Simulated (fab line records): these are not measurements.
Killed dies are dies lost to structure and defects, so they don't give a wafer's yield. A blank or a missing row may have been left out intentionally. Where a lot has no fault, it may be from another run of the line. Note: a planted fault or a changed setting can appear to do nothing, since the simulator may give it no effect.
Which tool is to blame? ; flow gf180mcu ; 14 lots, 42 wafers sampled, at 3 steps of a route of 602

== WHAT EACH GAUGE READ, for each wafer ==
GF_NSD_OVL_MEAS_08. Usual: NSD_OVL gives -0.1 nm (standard deviation 1.2).
lot;measured;on;NSD_OVL (nm);flag
L765;day 14 21:56;overlay-02;-0.7 -1.2 -0.4;
L766;day 15 09:14;overlay-02;-1.3 -1.7 -0.7;
L767;day 15 12:58;overlay-02;-0.4 -0.4 -0.7;
L769;day 16 10:59;overlay-02;-1.4 -1.2 0.4;
L770;day 16 19:53;overlay-01;1.1 0.4 -0.8;
L776;day 18 11:53;overlay-01;2.0 0.3 1.0;
L779;day 19 13:29;overlay-02;1.3 -1.3 1.2;
L780;day 19 21:05;overlay-01;0.9 0.2 0.4;
L781;day 20 07:50;overlay-02;-0.1 -1.4 0.8;
L782;day 20 15:25;overlay-02;-0.7 -2.3 -1.2;
L783;day 21 03:58;overlay-01;0.8 0.1 1.0;
L784;day 21 06:38;overlay-02;-0.7 -1.1 0.3;
L785;day 21 10:44;overlay-01;-2.3 -0.7 -1.7;
L788;day 22 05:29;overlay-01;-0.1 -0.1 0.3;

GF_PSD_CD_MEAS_07 targets a cd of 400 nm. Usual: 399.9 nm for cdNm, sd 2.
lot;measured;on;cdNm (nm);flag
L765;day 15 20:09;cdSem-02;398.7 399.3 399.4;
L766;day 16 08:15;cdSem-02;399.3 397.9 399.8;
L767;day 16 11:31;cdSem-01;400.5 401.3 400.2;
L769;day 17 11:46;cdSem-01;398.1 400.3 401.0;
L770;day 17 20:19;cdSem-01;398.8 398.2 400.3;
L776;day 19 14:03;cdSem-02;398.2 401.3 400.3;
L779;day 20 14:58;cdSem-01;400.4 398.8 399.8;
L780;day 20 22:24;cdSem-02;399.8 396.9 399.2;
L781;day 21 09:23;cdSem-02;398.2 399.1 398.3;
L782;day 21 19:57;cdSem-02;397.9 398.2 396.7;
L783;day 22 04:13;cdSem-01;404.0 402.1 402.2;
L784;day 22 06:17;cdSem-02;396.9 398.6 397.6;
L785;day 22 12:13;cdSem-02;401.3 399.3 398.9;
L788;day 23 06:29;cdSem-01;403.1 401.9 404.0;

GF_PSD_OVL_MEAS_08. Usual: PSD_OVL gives 0.2 nm (standard deviation 1.7).
lot;measured;on;PSD_OVL (nm);flag
L765;day 15 20:16;overlay-01;4.1 2.6 2.7;
L766;day 16 08:22;overlay-01;1.4 1.7 -0.4;
L767;day 16 11:38;overlay-01;1.7 -0.5 0.2;
L769;day 17 11:53;overlay-02;0.2 0.5 1.6;
L770;day 17 20:26;overlay-01;-0.1 -2.4 -1.2;
L776;day 19 14:08;overlay-01;0.7 2.1 0.7;
L779;day 20 15:05;overlay-01;-2.5 -1.2 -0.3;
L780;day 20 22:31;overlay-02;-3.1 -3.1 -4.2;
L781;day 21 09:29;overlay-01;-2.5 1.5 0.1;
L782;day 21 20:04;overlay-02;-0.9 -2.6 -2.5;
L783;day 22 04:17;overlay-02;-1.0 1.1 -0.2;
L784;day 22 06:23;overlay-02;2.6 0.4 1.8;
L785;day 22 12:20;overlay-02;-2.7 -1.2 0.0;
L788;day 23 06:35;overlay-02;-0.3 1.7 2.9;

== WHAT TOOL EACH LOT RAN ON (gives the tool, then ch and the chambers of the sampled wafers, and finally the start) ==
No process step before these readings appears in the record.

== WHAT THE TOOLS THEMSELVES READ (means of the sampled wafers that have a number; where no wafer has one, the mark that the record gives instead) ==
The record holds no such reading with a usual standard deviation.

== THE ANSWER, worked out from the rows above alone ==
Rule: a lot counts as off when the mean over its wafers that have a number is more than 3 standard deviations away from the usual mean. Also off: a lot with no number at a reading for which 4 or more lots have one. Any other lot the step has rows for is counted as sound. After the gauges, taken in route order, come the tools' own readings; for these a lot's mean is taken, as printed above. At the first step where some lot is off, the reading lying furthest off is the one used; lots without a number count as furthest.
None of the lots is off at any reading shown; this tells nothing.

== WHAT THE SIMULATOR HAD PUT IN ==
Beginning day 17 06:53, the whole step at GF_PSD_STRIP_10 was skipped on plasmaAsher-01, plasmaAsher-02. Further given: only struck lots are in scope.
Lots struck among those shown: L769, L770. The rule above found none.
